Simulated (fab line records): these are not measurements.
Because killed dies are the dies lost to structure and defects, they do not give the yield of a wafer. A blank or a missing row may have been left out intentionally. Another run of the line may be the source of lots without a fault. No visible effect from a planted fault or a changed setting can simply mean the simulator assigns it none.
fab line records ; flow sky130
record lots=7; wafers=21; last-day=50
route steps=708 shown FIELD_ISO@11 PAD_OPEN@708
lots that met no fault: from a run of the same line without faults
start-h: hours from the record's first day to the start of the lot's first wafer shown ; wait-h: hours elapsed since this lot's preceding step ; " as in the row above ; L1.1+2: one row covering several wafers at once ; - no value, or no start was given ; * or withheld: withheld ; < > ~ a bound
route shown NAME@n: NAME is a module with steps in the file, n the number in the route of the first one ; usual: the fault-free wafers' mean and standard deviation ; same: alike in all rows ; chamber/n: place in a boat ; sites: per-site readings ; _std_site: the values' standard deviation ; _edge_site: inner sites' mean taken away from outer sites' mean ; radius-mm: for every site, how far away it sits from the centre of the wafer ; mask NAME#n: copy n ; behind: the last tool/chamber to shape the wafer ; hold: the reason the lot was held/the length of the hold in hours/how it ended ; device: names the non-switching transistor (n, p or np) ; end of line: the same wafers' tests at the end of the route ; where a step has no rows: the recipe by itself ; killed: count of dies lost to structure and defects at first sort (not the wafer's yield) ; map: a wafer's dies, marking killed ones x, the rest . and places with no die _
set.NAME: the run value of the setting; set.NAME@STEP: its run value at that earlier step ; model.NAME: the simulator's own value behind a step, which no gauge read
a table for each step, a row for each wafer; lots at some steps of the route
services: a tool's chamber out of use, with start hour (start-h, from the record's first day; less than 0 if before it), hours out, and reason
## steps
# step SKY_FIELD_ISO_EXPOSE_10
# recipe mask-id=FOM; na=0.68; source-shape=annular; sigma-inner=0.4; sigma-outer=0.8; target-cd-nm=150; dose-mj=28
# step SKY_FIELD_ISO_PEB_11
# recipe peb-temp-c=withheld; peb-time-s=withheld; resist=KrF-thick
# step SKY_FIELD_ISO_DEVELOP_12
# recipe develop-time-s=60; resist=KrF-thick; dev-temp-c=21
# step SKY_FIELD_ISO_CD_MEAS_13
# recipe target-cd-nm=150
# usual cd-nm=150.1/1.4
lot.wafer;tool;chamber;start-h;wait-h;cd-nm
L393.2;cd-sem-01;-;34.19;-;152.3
L393.3;cd-sem-01;-;34.19;-;152.2
L393.5;cd-sem-01;-;34.19;-;152.3
L402.1;cd-sem-01;-;79.87;-;151.6
L402.3;cd-sem-01;-;79.87;-;150.6
L402.6;cd-sem-01;-;79.87;-;152.3
L403.1;cd-sem-02;-;87.24;-;148.6
L403.2;cd-sem-02;-;87.24;-;148.4
L403.6;cd-sem-02;-;87.24;-;149.9
L404.3;cd-sem-01;-;91.09;-;150.1
L404.4;cd-sem-01;-;91.09;-;149.1
L404.5;cd-sem-01;-;91.09;-;149.1
L405.1;cd-sem-01;-;94.97;-;145.8
L405.4;cd-sem-01;-;94.97;-;147.2
L405.5;cd-sem-01;-;94.97;-;146.6
L410.1;cd-sem-02;-;122.40;-;150.4
L410.3;cd-sem-02;-;122.40;-;150.1
L410.6;cd-sem-02;-;122.40;-;149.0
L412.1;cd-sem-02;-;132.72;-;150.8
L412.2;cd-sem-02;-;132.72;-;149.4
L412.4;cd-sem-02;-;132.72;-;148.7
# step SKY_FIELD_ISO_ETCH_14
# recipe chemistry=N2/H2; target=BARC; ion-energy-ev=200; source-w=500; bias-w=100; pressure-mtorr=30; n2-flow-sccm=100; h2-flow-sccm=200; stop-on=SiO2; time-s=45.9; target-depth-a=600
# usual drypump-motor-current-A=5.6/0.41; oes-product-au=0.855/0.0041; throttle-valve-pct=13.225/0.0099
lot.wafer;tool;chamber;start-h;wait-h;drypump-motor-current-A;oes-product-au;rf-hours-counter-h;throttle-valve-pct
L393.2;rie-diel-03;1;34.29;0.1;6.1;0.861;0;13.225
L393.3;rie-diel-03;3;34.29;0.1;5.2;0.856;60;13.211
L393.5;rie-diel-03;1;34.29;0.1;6.1;0.850;-;13.227
L402.1;rie-diel-03;3;79.99;0.1;5.2;0.849;61;13.231
L402.3;rie-diel-03;2;79.99;0.1;5.7;0.855;46;13.224
L402.6;rie-diel-03;1;79.99;0.1;6.1;0.853;-;13.217
L403.1;rie-diel-04;3;87.36;0.1;5.3;0.856;3;13.211
L403.2;rie-diel-04;2;87.36;0.1;5.8;0.851;98;13.239
L403.6;rie-diel-04;1;87.36;0.1;5.2;0.858;-;13.215
L404.3;rie-diel-04;1;91.17;0.1;5.1;0.855;72;13.213
L404.4;rie-diel-04;2;91.17;0.1;5.8;0.850;-;13.232
L404.5;rie-diel-04;3;91.17;0.1;5.3;0.848;-;13.210
L405.1;rie-diel-04;2;95.09;0.1;5.8;0.853;98;13.218
L405.4;rie-diel-04;1;95.09;0.1;5.2;0.853;-;13.235
L405.5;rie-diel-04;3;95.09;0.1;5.3;0.862;-;13.225
L410.1;rie-diel-04;0;122.52;0.1;6.0;0.851;17;13.232
L410.3;rie-diel-04;1;122.52;0.1;5.1;0.856;72;13.204
L410.6;rie-diel-04;3;122.52;0.1;5.3;0.856;-;13.237
L412.1;rie-diel-02;0;132.84;0.1;6.4;0.856;84;13.215
L412.2;rie-diel-02;2;132.84;0.1;5.7;0.861;103;13.230
L412.4;rie-diel-02;2;132.84;0.1;5.7;0.855;-;13.224
# step SKY_FIELD_ISO_ETCH_15
# recipe chemistry=CHF3/O2; target-depth-nm=180; stop-on=Si; source-w=600; bias-w=200; pressure-mtorr=40; chf3-flow-sccm=50; O2_flow_sccm=5; time-s=72
# usual drypump-motor-current-A=5.6/0.42; oes-product-au=0.930/0.0066; throttle-valve-pct=8.839/0.0092
lot.wafer;tool;chamber;start-h;wait-h;drypump-motor-current-A;oes-product-au;rf-hours-counter-h;throttle-valve-pct
L393.2;rie-diel-03;1;34.33;0.0;6.1;0.921;0;8.828
L393.3;rie-diel-03;3;34.33;0.0;5.3;0.927;60;8.852
L393.5;rie-diel-03;1;34.33;0.0;6.1;0.924;-;8.841
L402.1;rie-diel-03;3;80.03;0.0;5.3;0.933;61;8.828
L402.3;rie-diel-03;2;80.03;0.0;5.7;0.933;46;8.827
L402.6;rie-diel-03;1;80.03;0.0;6.2;0.927;-;8.837
L403.1;rie-diel-04;3;87.40;0.0;5.3;0.934;3;8.832
L403.2;rie-diel-04;2;87.40;0.0;5.7;0.945;98;8.842
L403.6;rie-diel-04;1;87.40;0.0;5.1;0.944;-;8.852
L404.3;rie-diel-04;1;91.21;0.0;5.2;0.927;72;8.832
L404.4;rie-diel-04;2;91.21;0.0;5.8;0.930;-;8.846
L404.5;rie-diel-04;3;91.21;0.0;5.3;0.932;-;8.851
L405.1;rie-diel-04;2;95.13;0.0;5.8;0.927;98;8.847
L405.4;rie-diel-04;1;95.13;0.0;5.1;0.926;-;8.852
L405.5;rie-diel-04;3;95.13;0.0;5.3;0.921;-;8.837
L410.1;rie-diel-04;0;122.56;0.0;6.0;0.932;17;8.840
L410.3;rie-diel-04;1;122.56;0.0;5.1;0.934;72;8.823
L410.6;rie-diel-04;3;122.56;0.0;5.3;0.926;-;8.839
L412.1;rie-diel-02;0;132.88;0.0;6.4;0.921;84;8.828
L412.2;rie-diel-02;2;132.88;0.0;5.7;0.923;103;8.824
L412.4;rie-diel-02;2;132.88;0.0;5.7;0.933;-;8.838
# step SKY_FIELD_ISO_STRIP_16
# recipe chemistry=O2/N2; power-w=1400; pressure-mtorr=1500; platen-temp-c=withheld; o2-flow-sccm=3000; n2-flow-sccm=300; overash-fraction=0.5
# usual drypump-motor-current-A=5.7/0.54; oes-product-au=0.378/0.0046; strip-time-to-endpoint-s=3.55/0.031
lot.wafer;tool;chamber;start-h;wait-h;drypump-motor-current-A;oes-product-au;rf-hours-counter-h;strip-time-to-endpoint-s
L393.2;plasma-asher-02;0;34.39;0.0;4.9;0.380;33;3.54
L393.3;plasma-asher-02;0;34.39;0.0;4.9;0.382;-;3.58
L393.5;plasma-asher-02;1;34.39;0.0;5.5;0.377;-;3.53
L402.1;plasma-asher-04;1;80.09;0.0;5.3;0.376;41;3.58
L402.3;plasma-asher-04;1;80.09;0.0;5.3;0.377;-;3.53
L402.6;plasma-asher-04;1;80.09;0.0;5.3;0.373;-;3.54
L403.1;plasma-asher-03;0;87.46;0.0;6.0;0.375;41;3.56
L403.2;plasma-asher-03;1;87.46;0.0;5.9;0.384;41;3.56
L403.6;plasma-asher-03;0;87.46;0.0;6.0;0.383;-;3.57
L404.3;plasma-asher-03;1;91.30;0.1;5.9;0.375;-;3.57
L404.4;plasma-asher-03;0;91.30;0.1;6.1;0.381;-;3.56
L404.5;plasma-asher-03;0;91.30;0.1;6.0;0.382;-;3.55
L405.1;plasma-asher-04;0;95.19;0.0;6.6;0.379;42;3.56
L405.4;plasma-asher-04;1;95.19;0.0;5.3;0.377;-;3.60
L405.5;plasma-asher-04;0;95.19;0.0;6.6;0.385;-;3.57
L410.1;plasma-asher-03;1;122.62;0.0;5.9;0.378;45;3.58
L410.3;plasma-asher-03;1;122.62;0.0;5.9;0.380;-;3.60
L410.6;plasma-asher-03;1;122.62;0.0;5.9;0.376;-;3.58
L412.1;plasma-asher-03;1;132.94;0.0;5.9;0.379;46;3.47
L412.2;plasma-asher-03;0;132.94;0.0;6.0;0.380;46;3.56
L412.4;plasma-asher-03;0;132.94;0.0;6.0;0.380;-;3.54
# step SKY_FIELD_ISO_ETCH_17
# recipe target-depth-a=3420; mask-material=Si3N4; chemistry=HBr/Cl2/O2; target=Si; taper-deg=5; icp-w=600; bias-w=150; pressure-mtorr=15; HBr_flow_sccm=150; Cl2_flow_sccm=40; O2_flow_sccm=6; time-s=97.7
# usual drypump-motor-current-A=5.6/0.42; oes-product-au=0.996/0.0079; throttle-valve-pct=25.660/0.01
lot.wafer;tool;chamber;start-h;wait-h;drypump-motor-current-A;oes-product-au;rf-hours-counter-h;throttle-valve-pct
L393.2;rie-si-01;3;34.49;0.1;5.9;0.995;96;25.653
L393.3;rie-si-01;0;34.49;0.1;5.7;0.995;77;25.657
L393.5;rie-si-01;3;34.49;0.1;5.9;0.995;-;25.670
L402.1;rie-si-01;2;80.19;0.1;4.9;1.005;82;25.643
L402.3;rie-si-01;3;80.19;0.1;5.9;0.995;97;25.652
L402.6;rie-si-01;2;80.19;0.1;4.9;0.996;-;25.674
L403.1;rie-si-02;2;87.56;0.1;5.8;0.998;70;25.646
L403.2;rie-si-02;0;87.56;0.1;6.3;0.983;48;25.676
L403.6;rie-si-02;0;87.56;0.1;6.2;0.992;-;25.679
L404.3;rie-si-01;3;91.37;0.0;5.9;0.995;97;25.656
L404.4;rie-si-01;2;91.37;0.0;4.9;0.996;82;25.662
L404.5;rie-si-01;1;91.37;0.0;5.6;0.999;-;25.660
L405.1;rie-si-02;0;95.29;0.1;6.2;0.999;48;25.675
L405.4;rie-si-02;0;95.29;0.1;6.2;0.986;-;25.668
L405.5;rie-si-02;2;95.29;0.1;5.8;1.001;-;25.663
L410.1;rie-si-01;2;122.72;0.1;4.9;0.989;82;25.665
L410.3;rie-si-01;3;122.72;0.1;5.9;1.006;97;25.656
L410.6;rie-si-01;3;122.72;0.1;5.9;0.993;-;25.663
L412.1;rie-si-01;3;133.04;0.1;5.9;1.002;98;25.656
L412.2;rie-si-01;1;133.04;0.1;5.6;1.001;1;25.641
L412.4;rie-si-01;0;133.04;0.1;5.7;1.000;78;25.667
# step SKY_FIELD_ISO_WET_ETCH_18
# recipe chemistry=H3PO4; target-depth-nm=25; temp-c=160; target=Si3N4; time-s=286
# step SKY_FIELD_ISO_CLEAN_19
# recipe chemistry=SC1/SC2; mix=1:4:20; temp-c=70; time-s=150
# step SKY_FIELD_ISO_CLEAN_20
# recipe chemistry=dHF; time-s=20; dilution=100:1
# step SKY_FIELD_ISO_WET_ETCH_21
# recipe chemistry=dHF; dilution=100:1; target-depth-nm=20; dry=ipa-marangoni; target=SiO2; temp-c=25; time-s=400
# step SKY_FIELD_ISO_OXIDATION_22
# recipe temp-c=950; ambient=O2; stabilise-s=600; purge-s=300; target-thk-a=100; ox-time-s=623
# usual ox-temp-c-max=955.6/1.2; spike-tc-bottom-C=968.7/1.4; spike-tc-lower-C=951.1/1.1; spike-tc-top-C=960/3.4; tube_center_temp_C_max=952.4/0.39; zone-power-lower-pct=20.2/0.83
lot.wafer;tool;chamber;start-h;wait-h;ox-temp-c-max;spike-tc-bottom-C;spike-tc-lower-C;spike-tc-top-C;tube_center_temp_C_max;zone-power-lower-pct;model.SiO2_of_FIELD_ISO_OXIDATION_22.thk-nm
L393.2;furnace-01;0;35.73;0.8;954.5;969.9;952.4;958;952.9;20.9;9.94
L393.3;furnace-01;0;35.73;0.8;953.6;970.3;950.9;957;952.3;21.1;9.831
L393.5;furnace-01;0;35.73;0.8;954.9;968.7;951.3;956;952.2;21.0;9.95
L402.1;furnace-01;0;81.24;0.6;954.0;970.5;951.0;957;953.1;21.4;4.233
L402.3;furnace-01;0;81.24;0.6;954.5;968.7;952.3;959;952.2;20.8;4.014
L402.6;furnace-01;0;81.24;0.6;957.9;971.7;952.2;958;952.0;20.8;3.988
L403.1;furnace-02;0;88.09;0.2;956.8;966.9;950.8;963;952.4;19.4;10.15
L403.2;furnace-02;0;88.09;0.2;956.1;967.0;950.7;964;952.4;18.8;10.18
L403.6;furnace-02;0;88.09;0.2;954.8;966.7;950.9;962;952.3;19.5;10.18
L404.3;furnace-01;0;92.37;0.7;955.4;970.4;952.5;959;952.0;21.0;4.537
L404.4;furnace-01;0;92.37;0.7;957.5;970.0;951.3;956;952.5;20.9;4.535
L404.5;furnace-01;0;92.37;0.7;955.3;969.8;950.2;957;952.1;20.3;4.484
L405.1;furnace-01;0;96.42;0.7;954.1;968.5;949.7;956;952.1;21.0;3.946
L405.4;furnace-01;0;96.42;0.7;955.3;969.2;950.1;958;952.4;21.0;4.092
L405.5;furnace-01;0;96.42;0.7;954.6;970.1;949.9;957;952.2;21.0;4.209
L410.1;furnace-02;0;123.92;0.8;954.0;968.0;951.1;963;952.0;19.3;10.31
L410.3;furnace-02;0;123.92;0.8;956.9;969.1;950.8;964;952.6;19.2;10.33
L410.6;furnace-02;0;123.92;0.8;956.0;967.6;949.0;965;952.5;19.5;10.26
L412.1;furnace-02;0;133.82;0.4;956.3;967.8;952.4;964;952.5;19.3;10.27
L412.2;furnace-02;0;133.82;0.4;957.5;968.2;952.1;965;952.7;19.2;10.22
L412.4;furnace-02;0;133.82;0.4;956.7;967.8;951.2;965;952.6;19.4;10.24
# step SKY_FIELD_ISO_THK_MEAS_23
# recipe reads=SiO2_of_FIELD_ISO_OXIDATION_22
# usual FIELD_ISO_OXIDATION_01_THK=10.06/0.19
lot.wafer;tool;chamber;start-h;wait-h;FIELD_ISO_OXIDATION_01_THK[nm]
L393.2;film-metro-04;-;36.91;0.0;9.91
L393.3;film-metro-04;-;36.91;0.0;9.89
L393.5;film-metro-04;-;36.91;0.0;9.98
L402.1;film-metro-02;-;82.42;0.0;4.18
L402.3;film-metro-02;-;82.42;0.0;4.02
L402.6;film-metro-02;-;82.42;0.0;3.91
L403.1;film-metro-04;-;89.27;0.0;10.21
L403.2;film-metro-04;-;89.27;0.0;10.21
L403.6;film-metro-04;-;89.27;0.0;10.13
L404.3;film-metro-04;-;93.56;0.0;4.56
L404.4;film-metro-04;-;93.56;0.0;4.52
L404.5;film-metro-04;-;93.56;0.0;4.47
L405.1;film-metro-04;-;97.59;0.0;3.91
L405.4;film-metro-04;-;97.59;0.0;4.09
L405.5;film-metro-04;-;97.59;0.0;4.18
L410.1;film-metro-02;-;125.09;0.0;10.36
L410.3;film-metro-02;-;125.09;0.0;10.33
L410.6;film-metro-02;-;125.09;0.0;10.30
L412.1;film-metro-02;-;135.00;0.0;10.25
L412.2;film-metro-02;-;135.00;0.0;10.23
L412.4;film-metro-02;-;135.00;0.0;10.23
# step SKY_FIELD_ISO_CVD_24
# recipe material=SiO2; target-thk-nm=595; temp-c=650; sigma-open-frac=0.3; time-s=99.2; sih4-flow-sccm=60; pressure-mtorr=6.269
# step SKY_PAD_OPEN_PROBE_99
lot.wafer;tool;chamber;start-h;wait-h;model.etest.diode-ndiff-fingers.leak-log10-a-cm2;model.etest.diode-pdiff-fingers.leak-log10-a-cm2;model.etest.sram-nfet-pass.off-log10-a-um;model.etest.nfet_01v8.off-log10-a-um
L393.3;prober-02;-;1085.84;0.2;-6.631;-6.319;-12.4;-13.55
L402.6;prober-01;-;1133.94;0.2;-6.457;-6.109;-11.85;-13.17
L403.1;prober-02;-;1142.89;0.1;-6.526;-5.973;-12.4;-13.18
L403.2;prober-02;-;1142.94;0.1;-6.657;-6.701;-12.27;-13.28
L403.6;prober-02;-;1143.14;0.2;-6.512;-6.598;-12.21;-13.29
L404.3;prober-01;-;1145.05;0.2;-6.411;-6.269;-12.1;-13.26
L404.4;prober-01;-;1145.10;0.2;-6.313;-6.225;-12.23;-13.22
L404.5;prober-01;-;1145.15;0.2;-6.431;-6.358;-11.94;-13.18
L405.1;prober-02;-;1150.44;0.1;-6.176;-6.181;-12;-13.15
L405.4;prober-02;-;1150.59;0.2;-6.313;-5.854;-12.18;-13.16
L405.5;prober-02;-;1150.64;0.2;-6.211;-6.119;-12.17;-13.05
L410.1;prober-01;-;1187.27;0.1;-7.186;-6.504;-12.53;-13.26
L410.3;prober-01;-;1187.37;0.2;-6.803;-6.841;-12.6;-13.28
L412.1;prober-01;-;1189.03;0.1;-6.81;-6.625;-12.35;-13.35
L412.2;prober-01;-;1189.08;0.1;-6.666;-6.749;-12.61;-13.34
L412.4;prober-01;-;1189.18;0.2;-6.969;-6.79;-12.38;-13.37
# killed by level:class
L393.3 VIA1:geometric-particle:open=12 CONTACT:geometric-particle:open=8 LI_CONTACT:geometric-particle:open=7 FIELD_ISO:geometric-particle:short=6 METAL1:geometric-particle:short=6 POLY_GATE:geometric-particle:short=6 VIA3:geometric-particle:open=6 FIELD_ISO:geometric-particle:open=5
L403.1 VIA1:geometric-particle:open=9 FIELD_ISO:geometric-particle:short=7 LI_CONTACT:geometric-particle:open=7 CONTACT:geometric-particle:open=7 VIA1:geometric-particle:short=6 POLY_GATE:geometric-particle:open=5 CONTACT:geometric-particle:short=5 SPACER:geometric-particle:short=4
L403.2 VIA2:geometric-particle:open=12 VIA1:geometric-particle:open=11 CONTACT:geometric-particle:open=8 POLY_GATE:geometric-particle:open=7 LI_CONTACT:geometric-particle:open=6 VIA2:geometric-particle:short=6 FIELD_ISO:geometric-particle:short=5 METAL1:geometric-particle:short=5
L403.6 VIA1:geometric-particle:open=15 CONTACT:geometric-particle:open=10 VIA3:geometric-particle:open=8 LI_CONTACT:geometric-particle:open=6 VIA3:geometric-particle:short=6 POLY_GATE:geometric-particle:short=5 CONTACT:geometric-particle:short=5 POLY_GATE:geometric-particle:open=4
L405.1 CONTACT:geometric-particle:open=11 VIA1:geometric-particle:open=9 VIA1:geometric-particle:short=8 METAL2:geometric-particle:short=7 LI_CONTACT:geometric-particle:open=5 POLY_GATE:geometric-particle:short=4 VIA3:geometric-particle:open=4 SPACER:geometric-particle:open=3
L405.4 CONTACT:geometric-particle:open=9 LOCAL_INTERCONNECT:geometric-particle:short=7 METAL2:geometric-particle:short=7 METAL1:geometric-particle:short=6 POLY_CUT:geometric-particle:open=5 VIA2:geometric-particle:short=5 VIA1:geometric-particle:short=5 VIA1:geometric-particle:open=5
L405.5 VIA1:geometric-particle:open=16 CONTACT:geometric-particle:open=12 METAL4:geometric-particle:short=6 POLY_GATE:geometric-particle:open=5 VIA2:geometric-particle:open=5 VIA3:geometric-particle:open=5 LI_CONTACT:geometric-particle:open=4 METAL2:geometric-particle:short=4
L410.1 VIA2:geometric-particle:open=12 METAL1:geometric-particle:short=9 LI_CONTACT:geometric-particle:open=7 VIA1:geometric-particle:short=6 VIA3:geometric-particle:open=6 VIA2:geometric-particle:short=5 METAL2:geometric-particle:short=5 VIA1:geometric-particle:open=4
L410.3 VIA2:geometric-particle:open=13 CONTACT:geometric-particle:short=10 CONTACT:geometric-particle:open=10 VIA1:geometric-particle:open=9 METAL1:geometric-particle:short=8 LOCAL_INTERCONNECT:geometric-particle:short=8 POLY_GATE:geometric-particle:open=5 LI_CONTACT:geometric-particle:short=5
L412.1 VIA1:geometric-particle:open=11 CONTACT:geometric-particle:open=8 LI_CONTACT:geometric-particle:open=6 VIA1:geometric-particle:short=6 VIA3:geometric-particle:open=6 FIELD_ISO:geometric-particle:short=5 METAL2:geometric-particle:short=5 POLY_GATE:geometric-particle:open=4
L412.2 VIA1:geometric-particle:open=12 CONTACT:geometric-particle:open=7 LI_CONTACT:geometric-particle:open=6 VIA1:geometric-particle:short=6 METAL3:geometric-particle:short=6 FIELD_ISO:geometric-particle:short=5 FIELD_ISO:geometric-particle:open=5 POLY_GATE:geometric-particle:open=5
L412.4 VIA1:geometric-particle:open=11 VIA2:geometric-particle:open=10 METAL2:geometric-particle:short=9 CONTACT:geometric-particle:open=7 METAL1:geometric-particle:short=5 VIA2:geometric-particle:short=5 FIELD_ISO:geometric-particle:short=4 LI_CONTACT:geometric-particle:open=4
## services
tool;chamber;start-h;hours;kind
rie-diel-03;1;10.53;-;clean
rie-diel-03;1;10.53;17.4;scheduled-down
rie-diel-03;1;10.53;17.4;vent-cycle
rie-diel-02;1;21.38;2.8;repair
furnace-02;-;27.60;3.1;pm
rie-si-01;1;43.28;-;clean
rie-si-01;1;43.28;13.7;scheduled-down
rie-si-01;1;43.28;13.7;vent-cycle
rie-si-02;3;46.12;-;clean
rie-si-02;3;46.12;23.8;scheduled-down
rie-si-02;3;46.12;23.8;vent-cycle
furnace-01;-;55.49;3.4;pm
rie-diel-04;0;77.95;24.5;repair
rie-si-02;1;85.75;-;clean
rie-diel-02;3;103.28;4.5;repair
rie-diel-04;2;105.83;7.4;repair
plasma-asher-04;-;108.75;9.0;pm
rie-diel-03;2;110.39;12.3;repair
rie-diel-03;1;115.02;7.3;repair
rie-diel-02;-;116.68;0.7;repair
rie-diel-03;0;124.25;-;clean
rie-diel-03;0;124.25;21.6;scheduled-down
rie-diel-03;0;124.25;21.6;vent-cycle
rie-diel-04;-;125.68;14.6;pm
## key
first-sign step=SKY_FIELD_ISO_THK_MEAS_23; reading=FIELD_ISO_OXIDATION_01_THK; direction=down; sigmas=31; usual=10.06; struck=4.21
effect none on later readings
model-effect step=SKY_FIELD_ISO_OXIDATION_22; value=SiO2_of_FIELD_ISO_OXIDATION_22.thk-nm; without=9.924; struck=4.227
model-effect step=SKY_PAD_OPEN_PROBE_99; value=etest.diode-ndiff-fingers.leak-log10-a-cm2; without=-6.753; struck=-6.33
met-at SKY_FIELD_ISO_OXIDATION_22
struck-wafers L402.1,L402.3,L402.6,L404.3,L404.4,L404.5,L405.1,L405.4,L405.5
sort-left-out L402.1,L402.3,L402.6,L404.3,L404.4,L404.5
tester-left-out L402,L404,L405
onset-between 35.73 81.24
fault kind=process-parameter-drift; tool=furnace-01; chamber=-; onset-h=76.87; steps=SKY_FIELD_ISO_OXIDATION_22; channel=ox-time-s; offset=*; shape=step; end-h=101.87; acts-in=*; stated=*
# tester-left-out: of these lots the tester's yield and bins aren't shown, on N5 and GAA mostly nor the transistor test; their killed dies are dies lost to structure and defects alone, not to doping, threshold or leakage, so they don't give the yield
# sort-left-out: the simulated sort isn't trusted on such a fault, so these wafers' sort isn't shown, and their yield isn't known
